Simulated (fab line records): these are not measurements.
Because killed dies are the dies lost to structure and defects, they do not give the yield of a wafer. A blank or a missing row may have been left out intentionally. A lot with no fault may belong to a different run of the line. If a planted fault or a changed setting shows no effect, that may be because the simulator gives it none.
fab line records	flow sky130
record: lots: 11	wafers: 33	last-day: 50
route steps=708 shown VT_ADJUST_HVTR@142 GATE_OXIDE@201 POLY_GATE@204
lots untouched by any fault: they come from a run of this same line in which no faults occurred
start-h: hours from the record's opening day to when the first of the lot's shown wafers began	wait-h: hours since the lot's step before	" repeats the value in the row above	L1.1+2: a row that stands for several wafers	- either no value or no given start	* or withheld: withheld	< > ~ a bound
route shown NAME@n: NAME is a module with steps in the file, n the number in the route of the first one	usual: the fault-free wafers' mean and standard deviation	same: alike in all rows	chamber/n: place in a boat	sites: readings site by site	_std_site: how widely they spread, as a standard deviation	_edge_site: inner sites' mean taken away from outer sites' mean	radius-mm: how far each site lies from the wafer's centre	mask NAME#n: copy n	behind: tool/chamber where the wafer was last shaped	hold: reason for holding the lot/hours on hold/outcome of the hold	device: the transistor (n, p or np) that didn't switch	end of line: at the end of the route, the tests of the same wafers	step lacking rows: just its recipe	killed: the dies lost at the first sort to structure and to defects; this is not the yield of the wafer	map: shows each die of a wafer: x if killed, . if not, _ if none is there
set.NAME: the setting as run; set.NAME@STEP: as run at that earlier step	model.NAME: the simulator's own value behind a step, which no gauge read
a sample of lots followed through the steps of the route, with each step as a table and each wafer as a row
services: when a tool's chamber went out of use (start-h, in hours from the record's first day, below 0 if earlier), for how many hours, and the reason
== steps ==
step: SKY_VT_ADJUST_HVTR_TW_MEAS_11
usual: VT_ADJUST_HVTR_TW: 211.4/1.6
lot.wafer	tool	chamber	start-h	wait-h	VT_ADJUST_HVTR_TW
L780.2	film-metro-04	-	208.12	0.1	211.3
L780.3	"	-	"	"	209.7
L780.6	"	-	"	"	210.3
L781.2	film-metro-02	-	216.21	0.1	213.1
L781.4	"	-	"	"	214.0
L781.6	"	-	"	"	213.5
L783.2	film-metro-02	-	227.66	0.1	214.0
L783.4	"	-	"	"	213.2
L783.5	"	-	"	"	213.1
L790.2	film-metro-03	-	280.79	0.1	213.8
L790.3	"	-	"	"	212.3
L790.6	"	-	"	"	213.2
L791.2	film-metro-04	-	289.07	0.1	209.5
L791.4	"	-	"	"	210.2
L791.6	"	-	"	"	211.0
L792.3	film-metro-04	-	299.47	0.1	211.3
L792.5	"	-	"	"	210.8
L792.6	"	-	"	"	210.8
L798.2	film-metro-04	-	352.41	0.1	210.5
L798.5	"	-	"	"	209.9
L798.6	"	-	"	"	210.4
L799.1	film-metro-02	-	356.58	0.1	212.7
L799.4	"	-	"	"	213.8
L799.5	"	-	"	"	213.4
L800.2	film-metro-02	-	361.14	0.1	211.8
L800.4	"	-	"	"	210.8
L800.5	"	-	"	"	212.3
L802.1	film-metro-04	-	370.16	0.1	208.9
L802.3	"	-	"	"	208.6
L802.6	"	-	"	"	208.4
L801.1	film-metro-04	-	374.21	0.1	210.3
L801.5	"	-	"	"	210.3
L801.6	"	-	"	"	209.4
step: SKY_GATE_OXIDE_TW_MEAS_14
usual: GATE_OXIDE_TW: 224.3/1.3
lot.wafer	tool	chamber	start-h	wait-h	GATE_OXIDE_TW
L780.2	film-metro-04	-	310.48	0.1	224.2
L780.3	"	-	"	"	223.9
L780.6	"	-	"	"	225.0
L781.2	film-metro-02	-	320.82	0.1	226.2
L781.4	"	-	"	"	226.4
L781.6	"	-	"	"	226.2
L783.2	film-metro-03	-	336.27	0.1	225.8
L783.4	"	-	"	"	224.5
L783.5	"	-	"	"	223.1
L790.2	film-metro-02	-	398.05	0.1	223.2
L790.3	"	-	"	"	224.2
L790.6	"	-	"	"	224.3
L791.2	film-metro-04	-	406.02	0.1	223.3
L791.4	"	-	"	"	222.5
L791.6	"	-	"	"	224.6
L792.3	film-metro-02	-	417.78	0.1	225.6
L792.5	"	-	"	"	225.8
L792.6	"	-	"	"	225.8
L798.2	film-metro-04	-	480.54	0.1	222.8
L798.5	"	-	"	"	223.6
L798.6	"	-	"	"	222.8
L799.1	film-metro-02	-	482.23	0.1	225.5
L799.4	"	-	"	"	225.0
L799.5	"	-	"	"	225.3
L800.2	film-metro-04	-	490.59	0.1	223.3
L800.4	"	-	"	"	225.3
L800.5	"	-	"	"	224.0
L802.1	film-metro-02	-	497.41	0.1	226.1
L802.3	"	-	"	"	225.1
L802.6	"	-	"	"	226.3
L801.1	film-metro-04	-	503.66	0.1	224.7
L801.5	"	-	"	"	222.9
L801.6	"	-	"	"	223.9
step: SKY_POLY_GATE_CVD_00
recipe: material: poly-Si	target-thk-nm: 180	temp-c: 620	time-s: 720	pressure-mtorr: 200
usual: spike-tc-bottom-C: 642/3.8	spike-tc-centre-C: 621.8/1	spike-tc-lower-C: 618.6/1.2	spike-tc-top-C: 639.8/1.8	spike-tc-upper-C: 621.0/1.9
lot.wafer	tool	chamber	start-h	wait-h	spike-tc-bottom-C	spike-tc-centre-C	spike-tc-lower-C	spike-tc-top-C	spike-tc-upper-C
L780.2	lpcvd-01	0	312.25	0.0	645	620.4	618.2	639.6	622.2
L780.3	"	0	"	"	644	622.1	616.9	638.4	621.8
L780.6	"	0	"	"	645	621.0	618.2	638.4	624.9
L781.2	lpcvd-01	0	322.93	0.0	644	620.2	615.9	638.5	622.6
L781.4	"	0	"	"	646	619.7	619.0	638.5	622.1
L781.6	"	0	"	"	645	623.7	617.2	637.7	619.8
L783.2	lpcvd-01	1	338.65	0.0	637	622.3	617.9	641.3	619.0
L783.4	"	1	"	"	637	622.7	619.8	641.4	618.5
L783.5	"	1	"	"	639	623.6	620.3	642.2	618.4
L790.2	lpcvd-01	1	400.08	0.0	626	610.5	605.8	629.0	604.3
L790.3	"	1	"	"	624	611.7	607.0	629.0	606.7
L790.6	"	1	"	"	625	608.9	608.2	629.6	607.2
L791.2	lpcvd-01	0	408.42	0.0	632	610.2	604.6	626.9	610.6
L791.4	"	0	"	"	633	611.2	605.2	627.0	610.3
L791.6	"	0	"	"	634	608.6	607.3	626.1	609.5
L792.3	lpcvd-01	1	419.83	0.0	625	611.2	607.4	629.0	606.4
L792.5	"	1	"	"	624	610.2	606.6	629.8	607.6
L792.6	"	1	"	"	627	609.7	608.4	629.7	605.4
L798.2	lpcvd-01	0	482.17	0.0	646	619.3	620.7	639.5	622.4
L798.5	"	0	"	"	646	621.1	617.0	638.6	620.8
L798.6	"	0	"	"	644	621.1	618.1	639.2	622.5
L799.1	lpcvd-01	0	483.87	0.0	645	621.6	619.2	637.9	623.2
L799.4	"	0	"	"	645	623.3	617.5	637.9	621.9
L799.5	"	0	"	"	646	621.4	618.1	638.2	623.1
L800.2	lpcvd-01	0	492.29	0.0	644	621.8	618.5	638.8	623.6
L800.4	"	0	"	"	644	621.7	616.7	638.8	622.4
L800.5	"	0	"	"	647	622.0	617.6	638.2	621.9
L802.1	lpcvd-01	1	499.05	0.0	638	623.7	618.7	642.1	619.0
L802.3	"	1	"	"	638	622.0	621.6	640.7	617.2
L802.6	"	1	"	"	637	621.8	620.1	640.9	619.4
L801.1	lpcvd-01	1	505.30	0.0	637	624.1	620.4	640.5	620.4
L801.5	"	1	"	"	638	622.1	619.1	642.1	618.9
L801.6	"	1	"	"	637	622.3	619.0	643.1	618.3
step: SKY_POLY_GATE_THK_MEAS_01
recipe: reads: poly-Si_of_POLY_GATE_CVD_00
usual: POLY_GATE_CVD_00_THK: 180.2/1.6
lot.wafer	tool	chamber	start-h	wait-h	POLY_GATE_CVD_00_THK[nm]
L780.2	film-metro-03	-	313.46	0.0	181.1
L780.3	"	-	"	"	180.0
L780.6	"	-	"	"	180.9
L781.2	film-metro-02	-	324.14	0.0	180.4
L781.4	"	-	"	"	179.4
L781.6	"	-	"	"	180.7
L783.2	film-metro-03	-	339.86	0.0	179.0
L783.4	"	-	"	"	180.9
L783.5	"	-	"	"	180.1
L790.2	film-metro-03	-	401.29	0.0	134.8
L790.3	"	-	"	"	133.8
L790.6	"	-	"	"	134.4
L791.2	film-metro-03	-	409.63	0.0	137.9
L791.4	"	-	"	"	137.9
L791.6	"	-	"	"	138.0
L792.3	film-metro-01	-	421.05	0.0	133.3
L792.5	"	-	"	"	135.4
L792.6	"	-	"	"	132.8
L798.2	film-metro-03	-	483.38	0.0	183.6
L798.5	"	-	"	"	183.2
L798.6	"	-	"	"	183.7
L799.1	film-metro-03	-	485.07	0.0	182.1
L799.4	"	-	"	"	181.4
L799.5	"	-	"	"	180.9
L800.2	film-metro-02	-	494.10	0.0	178.7
L800.4	"	-	"	"	180.4
L800.5	"	-	"	"	178.2
L802.1	film-metro-02	-	500.25	0.0	179.9
L802.3	"	-	"	"	180.6
L802.6	"	-	"	"	180.8
L801.1	film-metro-03	-	506.50	0.0	178.0
L801.5	"	-	"	"	180.5
L801.6	"	-	"	"	179.5
step: SKY_POLY_GATE_ETCH_17
recipe: target-depth-nm: 180	stop-on: SiO2	over-etch-frac: 0.56667	chemistry: HBr/Cl2	target: poly-Si	icp-w: 400	bias-w: 100	pressure-mtorr: 10	HBr_flow_sccm: 150	Cl2_flow_sccm: 50	time-s: 70.5
usual: HBr_flow_sccm: 150.0/0.43	drypump-motor-current-A: 5.6/0.46	mfc-cl2-sccm: 50.00/0.15	oes-product-au: 0.984/0.0069	throttle-valve-pct: 33.684/0.0093
lot.wafer	tool	chamber	start-h	wait-h	HBr_flow_sccm	drypump-motor-current-A	mfc-cl2-sccm	oes-product-au	rf-hours-counter-h	throttle-valve-pct
L780.2	rie-si-01	0	370.06	0.0	149.7	5.4	49.91	0.988	4	33.679
L780.3	"	3	"	"	149.9	5.2	49.97	0.991	6	33.685
L780.6	"	2	"	"	150.7	5.7	49.89	0.986	-	33.664
L781.2	rie-si-02	0	380.49	0.0	150.0	4.9	49.93	0.984	0	33.682
L781.4	"	3	"	"	150.3	5.9	49.91	0.977	61	33.674
L781.6	"	0	"	"	149.7	4.9	49.97	0.982	-	33.683
L783.2	rie-si-01	0	399.23	0.0	149.7	5.4	50.22	0.984	4	33.678
L783.4	"	3	"	"	149.4	5.2	49.93	0.993	6	33.676
L783.5	"	2	"	"	150.3	5.7	50.03	0.983	-	33.683
L790.2	rie-si-01	0	465.36	0.0	150.4	5.4	49.92	0.806	4	33.681
L790.3	"	1	"	"	150.6	6.4	49.72	0.804	1	33.692
L790.6	"	2	"	"	149.6	5.6	50.12	0.815	-	33.675
L791.2	rie-si-01	1	473.19	0.0	149.3	6.3	50.02	0.820	1	33.703
L791.4	"	2	"	"	150.1	5.7	49.78	0.826	3	33.683
L791.6	"	3	"	"	149.8	5.2	49.99	0.820	-	33.700
L792.3	rie-si-02	1	484.24	0.0	150.1	5.6	50.23	0.805	0	33.683
L792.5	"	1	"	"	149.9	5.6	49.95	0.817	-	33.664
L792.6	"	0	"	"	149.9	4.9	50.21	0.803	-	33.675
L798.2	rie-si-02	3	547.11	0.0	149.9	5.9	49.93	0.993	0	33.687
L798.5	"	1	"	"	150.0	5.6	50.18	0.989	-	33.682
L798.6	"	0	"	"	150.1	4.9	50.07	0.997	-	33.691
L799.1	rie-si-01	3	548.36	0.0	150.1	5.2	49.80	0.971	7	33.683
L799.4	"	0	"	"	150.2	5.3	49.94	0.992	5	33.684
L799.5	"	1	"	"	150.2	6.4	49.99	0.988	-	33.675
L800.2	rie-si-02	3	557.68	0.0	150.6	5.9	50.12	0.981	0	33.686
L800.4	"	2	"	"	150.4	6.1	50.05	0.987	5	33.688
L800.5	"	1	"	"	150.6	5.6	49.80	0.981	-	33.685
L802.1	rie-si-01	0	562.91	0.0	149.8	5.4	50.28	0.970	5	33.682
L802.3	"	3	"	"	150.1	5.2	50.02	0.975	7	33.672
L802.6	"	1	"	"	149.8	6.4	50.01	0.991	-	33.670
L801.1	rie-si-02	3	570.08	0.0	149.9	5.9	49.85	0.978	0	33.675
L801.5	"	2	"	"	150.1	6.1	50.13	0.982	-	33.702
L801.6	"	1	"	"	150.0	5.6	50.10	0.980	-	33.675
step: SKY_POLY_GATE_STRIP_18
recipe: chemistry: O2/N2	power-w: 1400	pressure-mtorr: 1500	platen-temp-c: withheld	o2-flow-sccm: 3000	n2-flow-sccm: 300	overash-fraction: 0.5
usual: drypump-motor-current-A: 5.6/0.4	oes-product-au: 0.361/0.005	strip-time-to-endpoint-s: 3.17/0.044
same: overash-fraction: 0.5
lot.wafer	tool	chamber	start-h	wait-h	drypump-motor-current-A	oes-product-au	rf-hours-counter-h	strip-time-to-endpoint-s
L780.2	plasma-asher-03	1	370.12	0.0	5.4	0.363	66	3.17
L780.3	"	0	"	"	6.0	0.361	-	3.13
L780.6	"	0	"	"	6.0	0.363	-	3.20
L781.2	plasma-asher-04	1	380.54	0.0	5.5	0.359	70	3.10
L781.4	"	1	"	"	5.5	0.359	-	3.12
L781.6	"	1	"	"	5.5	0.353	-	3.18
L783.2	plasma-asher-04	1	399.28	0.0	5.5	0.361	72	3.12
L783.4	"	0	"	"	6.2	0.359	-	3.10
L783.5	"	0	"	"	6.2	0.366	-	3.08
L790.2	plasma-asher-04	0	465.42	0.0	6.2	0.367	3	3.17
L790.3	"	1	"	"	5.5	0.355	-	3.15
L790.6	"	1	"	"	5.5	0.352	-	3.07
L791.2	plasma-asher-03	0	473.24	0.0	6.0	0.365	77	3.24
L791.4	"	0	"	"	6.0	0.359	-	3.13
L791.6	"	1	"	"	5.4	0.359	-	3.17
L792.3	plasma-asher-03	1	484.32	0.1	5.4	0.361	-	3.19
L792.5	"	0	"	"	6.0	0.364	-	3.19
L792.6	"	1	"	"	5.4	0.360	-	3.14
L798.2	plasma-asher-03	0	547.17	0.0	6.0	0.355	84	3.10
L798.5	"	0	"	"	6.0	0.361	-	3.15
L798.6	"	1	"	"	5.5	0.360	-	3.19
L799.1	plasma-asher-03	1	548.42	0.0	5.4	0.359	84	3.20
L799.4	"	0	"	"	6.0	0.363	-	3.16
L799.5	"	1	"	"	5.4	0.360	-	3.13
L800.2	plasma-asher-02	0	557.74	0.0	5.8	0.364	72	3.21
L800.4	"	0	"	"	5.8	0.356	-	3.14
L800.5	"	0	"	"	5.8	0.367	-	3.20
L802.1	plasma-asher-04	0	562.97	0.0	6.1	0.362	12	3.22
L802.3	"	1	"	"	5.5	0.362	-	3.20
L802.6	"	0	"	"	6.2	0.365	-	3.20
L801.1	plasma-asher-02	1	570.13	0.0	4.9	0.363	73	3.18
L801.5	"	1	"	"	4.8	0.360	-	3.19
L801.6	"	0	"	"	5.8	0.363	-	3.21
== services ==
tool	chamber	start-h	hours	kind
plasma-asher-03	-	302.50	11.8	repair
rie-si-02	0	330.84	-	clean
rie-si-02	0	330.84	19.3	scheduled-down
rie-si-02	0	330.84	19.3	vent-cycle
plasma-asher-02	-	339.43	4.0	repair
rie-si-01	1	339.46	-	clean
rie-si-01	1	339.46	17.7	scheduled-down
rie-si-01	1	339.46	17.7	vent-cycle
plasma-asher-04	-	383.22	0.9	repair
rie-si-02	3	407.69	5.1	repair
rie-si-02	1	418.45	-	clean
rie-si-02	1	418.45	18.0	scheduled-down
rie-si-02	1	418.45	18.0	vent-cycle
rie-si-02	2	420.93	2.0	repair
plasma-asher-04	-	421.25	9.0	pm
lpcvd-01	-	451.32	1.3	repair
rie-si-02	-	458.53	1.7	repair
rie-si-01	-	468.04	2.7	repair
plasma-asher-03	-	496.51	2.9	repair
plasma-asher-04	-	499.67	12.5	repair
lpcvd-01	-	522.58	6.0	pm
rie-si-01	0	552.16	2.0	repair
plasma-asher-04	-	554.89	1.1	repair
lpcvd-01	-	561.77	0.9	repair
== key ==
first-sign: step: SKY_POLY_GATE_CVD_00	reading: spike-tc-centre-C	direction: down	sigmas: 11	usual: 621.8	struck: 610.2
effect: step: SKY_POLY_GATE_CVD_00	reading: spike-tc-lower-C	direction: down	sigmas: 9.7	usual: 618.6	struck: 606.7
effect: step: SKY_POLY_GATE_THK_MEAS_01	reading: POLY_GATE_CVD_00_THK	direction: down	sigmas: 28	usual: 180.2	struck: 135.4
effect: step: SKY_POLY_GATE_ETCH_17	reading: oes-product-au	direction: down	sigmas: 25	usual: 0.984	struck: 0.813
met-at SKY_POLY_GATE_CVD_00
struck-lots L790,L791,L792
tester-left-out L790,L791,L792
not-acting-at SKY_VT_ADJUST_HVTR_TW_MEAS_11,SKY_GATE_OXIDE_TW_MEAS_14,SKY_POLY_GATE_STRIP_18
onset-between 338.65 400.08
fault: kind: process-parameter-drift	tool: lpcvd-01	chamber: -	onset-h: 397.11	steps: SKY_POLY_GATE_CVD_00	channel: temp-c	offset: *	shape: step	end-h: 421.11	stated: *
tester-left-out: of these lots the tester's yield and bins aren't shown, on N5 and GAA mostly nor the transistor test; their killed dies are dies lost to structure and defects alone, not to doping, threshold or leakage, so they don't give the yield
